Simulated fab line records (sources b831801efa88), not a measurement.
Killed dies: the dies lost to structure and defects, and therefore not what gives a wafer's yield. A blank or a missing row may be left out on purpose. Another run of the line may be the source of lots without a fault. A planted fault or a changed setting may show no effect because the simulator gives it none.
One fault seen from 2 desks | flow gf180mcu | every desk sees just its own numbers, and what lay behind them comes last

== METROLOGY DESK ==
What the gauges read for every lot (on any tool): the sampled wafers with a number, averaged. The brackets show how far a lot's mean lies from the usual mean; more than 4 standard deviations puts the lot out of limits, marked OUT.
Columns: A = cd nm at GF_M2_CD_MEAS_14, usual 279.7 nm
lot  | first seen here | A
L367 | day 19 05:27    | 280.5
L368 | day 19 20:02    | 279.7
L370 | day 20 14:09    | 279.1
L372 | day 21 04:58    | 279.2
L373 | day 21 19:04    | 278.1
L376 | day 22 15:53    | 281.3
L377 | day 23 04:00    | 280.0
L378 | day 23 08:36    | 279.6
L380 | day 24 04:47    | 279.4
L383 | day 25 02:58    | 260.6 (-17) OUT
L384 | day 25 06:10    | 261.2 (-17) OUT
L385 | day 25 17:53    | 261.8 (-16) OUT
L390 | day 27 08:43    | 280.1
This desk's finding: out of limits on L383, L384, L385; first on L383, day 25 02:58 (cd nm at GF_M2_CD_MEAS_14). L367, L368, L370, L372, L373, L376, L377, L378, L380, L390 stayed within limits.

== TOOL OWNER'S DESK, krf scanner-01 ==
The tool's own readings at GF_M2_EXPOSE_11 (exposes mask Metal2, target cd 280 nm): means of the sampled wafers that have a number, for each lot that ran on this tool. The brackets show how far a lot's mean lies from the usual mean; more than 4 standard deviations puts the lot out of limits, marked OUT.
Columns: A = focus offset nm at GF_M2_EXPOSE_11, usual 0.0 nm
lot  | first seen here | A
L370 | day 20 02:10    | 0.0
L372 | day 20 17:16    | -0.2
L373 | day 21 06:55    | 0.1
L376 | day 22 04:17    | -0.3
L383 | day 24 16:46    | -0.3
L384 | day 24 19:49    | 0.5
L385 | day 25 07:17    | -0.0
Finding of this desk: none of the 7 lots has anything out of limits.

== BROUGHT TOGETHER ==
Metrology desk: alarm possible at day 25 02:58 on L383, L384, L385.
The tool owner's desk saw nothing out of limits.
On record at the tool owner's desk: L383, L384, L385, within its limits.
Of the lots named, all ran GF_M2_EXPOSE_11 on krf scanner-01.

== WHAT WAS PUT IN BY THE SIMULATOR ==
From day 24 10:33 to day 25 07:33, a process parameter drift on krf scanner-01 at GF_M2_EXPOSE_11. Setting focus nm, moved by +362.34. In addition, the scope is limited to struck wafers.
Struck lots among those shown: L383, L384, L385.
Per desk, hours elapsed from the start of the fault to the first reading out of limits: for the metrology desk, 16.
